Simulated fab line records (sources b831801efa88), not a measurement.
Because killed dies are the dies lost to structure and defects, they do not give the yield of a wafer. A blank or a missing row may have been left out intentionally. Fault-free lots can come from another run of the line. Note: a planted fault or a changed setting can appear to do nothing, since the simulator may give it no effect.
A lot that was struck, set against a sound lot + flow sfq_line + 13 out of 325 route steps
Sound: these wafers, L552.1, L552.2, L552.4. Struck: wafers L557.5, L557.6 (left out: L557.1, a lot-mate that was not struck); the cause follows at the end.
For every step that has rows: the tool of each side, followed by ch and its chambers, followed by its first start. Under that, the readings that differ: sound wafers + struck wafers + difference of the means + sigmas: that difference in standard deviations of wafers without a fault.
alike: readings with means less than 2 such deviations apart, plus words and numbers identical on both sides. not compared: withheld readings, readings lacking a value on some wafer, bounds such as >300 that could conceal the same value, and numbers that have no deviation in the record and whose values overlap.
A row with sigmas, a row that says differs or no value, or rows on one side alone: a step with any of these is where the two part. Non-overlapping numbers with no deviation appear without sigmas and do not part them. A reading that every wafer of one side lacks parts them only if that side has two wafers or more.

first, 1 step without rows for these wafers: SFQ_TRILAYER_M4_DEP_PRE_CLEAN_092 (time 22.5 s).
SFQ_TRILAYER_M4_DEP_SPUTTER_091: material Nb, target thk 200 nm, time 133.3 s.
  sound on pvd_sputter-06, day 50 23:29; struck on pvd_sputter-05, day 52 12:19
  alike: throttle_valve_pct
SFQ_M4_RS_MEAS_924: a four-point-probe measurement.
  sound on film_metro-04, day 50 23:35; struck on film_metro-01, day 52 12:25
  alike: M4_NB_RS
then, 6 steps without rows for these wafers: SFQ_TRILAYER_M4_LITHO_COAT_098 (resist thk 62 nm); SFQ_TRILAYER_M4_LITHO_COAT_093 (resist thk 600 nm); SFQ_TRILAYER_M4_LITHO_SOFTBAKE_097; SFQ_TRILAYER_M4_LITHO_EXPOSE_094 (exposes mask M4, target cd 500 nm); SFQ_TRILAYER_M4_LITHO_PEB_096 (peb time 60 s); SFQ_TRILAYER_M4_LITHO_DEVELOP_095 (time 60 s).
-- the record jumps here: 6 days lie between the struck wafers' starts before and after --
SFQ_M4_OVL_MEAS_926:
  sound on overlay-01, day 57 00:08; struck on overlay-02, day 58 02:57
  alike: M4_OVL
SFQ_TRILAYER_M4_BARC_OPEN_METAL_ETCH_123: etches BARC in O2, target depth 125 nm, time 41.7 s.
  sound on rie_metal-04 ch 0,1, day 57 00:11; struck on rie_metal-04 ch 0,1, day 58 02:59
  alike: drypump_motor_current_A, oes_product_au
  not compared: rf_hours_counter_h
SFQ_TRILAYER_M4_ETCH_METAL_ETCH_096: etches Nb in Cl2/Ar, stops on SiO2, target depth 240 nm, time 120 s.
  sound on rie_metal-04 ch 0,1, day 57 00:14; struck on rie_metal-04 ch 0,1, day 58 03:02
| reading                                             | sound             | struck      | difference | sigmas |
|-----------------------------------------------------|-------------------|-------------|------------|--------|
| model.KrF_of_TRILAYER_M4_LITHO_COAT_093.thk_nm (nm) | 386.6 387.2 385.5 | 294.5 299.4 | -89.5      |        |
| model.SiO2_of_TRILAYER_I3_DEP_PECVD_081.thk_nm (nm) | 191.1 191.5 191.5 | 177.8 179.2 | -12.9      |        |
| model.M4.feature_depth_nm (nm)                      | 197.6 199.3 198.3 | 215.8 216.3 | +17.7      |        |
  alike: drypump_motor_current_A, oes_product_au
  not compared: rf_hours_counter_h
SFQ_TRILAYER_M4_STRIP_STRIP_097: strips in O2.
  sound on rie_metal-04 ch 0,1, day 57 00:22; struck on rie_metal-04 ch 0,1, day 58 03:10
  alike: drypump_motor_current_A, oes_product_au
  not compared: rf_hours_counter_h

== WHERE THEY PART ==
Nowhere in this record.

WHY: whatever the simulator had introduced
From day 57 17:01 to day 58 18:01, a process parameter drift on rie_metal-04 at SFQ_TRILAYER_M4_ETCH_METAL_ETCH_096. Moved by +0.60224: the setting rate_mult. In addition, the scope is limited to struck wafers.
